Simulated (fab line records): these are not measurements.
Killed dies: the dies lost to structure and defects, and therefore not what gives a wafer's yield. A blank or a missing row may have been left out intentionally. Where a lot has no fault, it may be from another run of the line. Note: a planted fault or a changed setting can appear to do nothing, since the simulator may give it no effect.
Chamber matching + flow gf180mcu + 4 sister chambers for GF_V1_CMP_26 on cmp-02
The step polishes, stops on SiO2, t overpolish 15 s, target thk 0 nm. 4 wafers are shown with their chamber, then 12 later ones without.

## WAFERS PAIRED WITH THEIR CHAMBERS
| wafer  | chamber | motor_current_A (A) |
|--------|---------|---------------------|
| L089.1 | 0       | 12.7                |
| L089.2 | 3       | 8.8                 |
| L090.1 | 2       | 10.1                |
| L090.5 | 1       | 12.0                |

## WAFERS WITH NO CHAMBER GIVEN
| wafer  | motor_current_A (A) |
|--------|---------------------|
| L092.3 | 12.9                |
| L092.5 | 12.5                |
| L092.6 | 12.7                |
| L093.1 | 12.6                |
| L093.4 | 8.7                 |
| L093.6 | 12.7                |
| L094.2 | 12.4                |
| L094.4 | 13.0                |
| L094.5 | 8.7                 |
| L097.1 | 12.6                |
| L097.3 | 14.1                |
| L097.5 | 8.4                 |

## EACH ONE'S CHAMBER
| wafer  | from the rows above     | in truth |
|--------|-------------------------|----------|
| L092.3 | can't be placed: 0 or 1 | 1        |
| L092.5 | can't be placed: 0 or 1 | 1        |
| L092.6 | can't be placed: 0 or 1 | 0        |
| L093.1 | can't be placed: 0 or 1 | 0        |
| L093.4 | 3                       | 3        |
| L093.6 | can't be placed: 0 or 1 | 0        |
| L094.2 | can't be placed: 0 or 1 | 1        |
| L094.4 | can't be placed: 0 or 1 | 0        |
| L094.5 | 3                       | 3        |
| L097.1 | can't be placed: 0 or 1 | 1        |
| L097.3 | can't be placed: 0 or 1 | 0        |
| L097.5 | 3                       | 3        |
Placed correctly: 3 of 12. Can't be placed from these rows: 9 (the true chamber is among the candidates in 9). 0 placed wrongly.
How it was worked out, from the rows above alone: a wafer's distance from a chamber is the root of the sum, over the readings, of the square of ((its reading less the chamber's mean) divided by the reading's scatter). The wafer belongs to the nearest chamber; if the next one is less than 2 further off, it can't be placed. A chamber's mean is the mean of its shown wafers. The scatter (one wafer shown for each chamber): square how far every hidden wafer sits from the nearest shown wafer, average those squares and take the square root.
